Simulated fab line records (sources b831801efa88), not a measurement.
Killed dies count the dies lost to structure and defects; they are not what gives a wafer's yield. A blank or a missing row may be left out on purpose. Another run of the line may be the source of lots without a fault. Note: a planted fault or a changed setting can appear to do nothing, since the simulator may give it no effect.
Problem report, 8D (eight disciplines) form, completed by code ; flow sky130 ; the parts of the form that need people (team, actions taken, sign-off) are left out

## 1. THE PROBLEM
Mean VIA3_W_RS at SKY_VIA3_RS_MEAS_22: 0.1741 ohm/sq over 4 wafers in 3 lots; fault-free wafers: 0.2950 ohm/sq, standard deviation 0.0024. That puts it -50 standard deviations away from the usual mean.
The step: measures by four-point-probe.
First seen on wafer L952.4, day 40 13:04, on film_metro-03. The record has a number at this step for 33 wafers belonging to 11 lots. By rule, "out" or "out of limits" means more than 4 standard deviations away from the usual mean. All remaining wafers that have a number are taken as sound.

## 2. WHAT IT IS, WHAT IT ISN'T
question;is;is not
which readings at this step;VIA3_W_RS;-
which lots;L952, L953, L954;L951, L964, L966, L967, L968, L969, L971, L972
which wafers of those lots;L952.4, L953.4, L953.6, L954.4;L952.3, L952.5, L953.3, L954.2, L954.3
read on which gauges;film_metro-03, film_metro-04;film_metro-02
when;from day 40 13:04;"up to then (5 sound wafers); but 24 sound wafers of L953, L954, L964, L966, L967, L968, L969, L971, L972 came after"

## 3. SUSPECTS, AND WHAT RULES EACH OUT
Counting: a tool at a process step up to the reading stays a suspect if it ran every lot that is out. Sound lots after the first of them don't rule it out here, since some wafers of a struck lot are sound.
- the gauge at SKY_VIA3_RS_MEAS_22: ruled out. 2 gauges (film_metro-03, film_metro-04) read the wafers that are out.
- cvd_w-02 at SKY_VIA3_CVD_21 (deposits W, target thk 390 nm, time 117.31 s): kept. Every lot that is out went through it, the first being L952 (day 40 12:56); the last sound lot it ran before that was L951 (day 40 08:02).
Left after counting: cvd_w-02 at SKY_VIA3_CVD_21.

## 4. THE CAUSE (what the simulator had put in)
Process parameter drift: cvd_w-02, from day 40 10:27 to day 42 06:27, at SKY_VIA3_CVD_21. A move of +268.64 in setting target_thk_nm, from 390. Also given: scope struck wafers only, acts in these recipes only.
Counting left only this tool.

## 5. THE CHAIN OF EFFECTS, in route order
One row per reading whose mean, taken over the struck wafers that have a number, lies over 3 standard deviations from the usual. Only readings for which the record gives a usual standard deviation are gone through. hours: the time from each lot's start at the first step in this table that gives one to its start at this step, as a median over the lots. sigmas: the change in usual standard deviations.
hours;step;reading;usual;on struck wafers;change;sigmas
0;SKY_VIA3_RS_MEAS_22;VIA3_W_RS;0.2950 ohm/sq;0.1741;-0.1208;-50
0;SKY_VIA3_CMP_24;time_to_endpoint_s;95 s;158;+63;+17
It contains these process steps:
- SKY_VIA3_CMP_24: polishes, stops on SiO2, t overpolish 20 s, target thk 0 nm.
Readings that are blank on the struck wafers while sound wafers have them: VIA3_W_THK at SKY_VIA3_THK_MEAS_23.

## 6. WHAT WOULD HAVE CAUGHT IT SOONER
The first out-of-limits reading at a measuring or inspecting step in this record came at day 40 13:04, 3 hours after the fault's start at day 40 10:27.
Tool readings at SKY_VIA3_CVD_21 with a usual standard deviation given in the record: none out on any struck wafer, hence no alarm at a limit of 4 standard deviations on them.
Of the lots that are out (3), L953, L954 began SKY_VIA3_CVD_21 on cvd_w-02 after day 40 13:04. A hold on the tool at that time would have spared those 2.
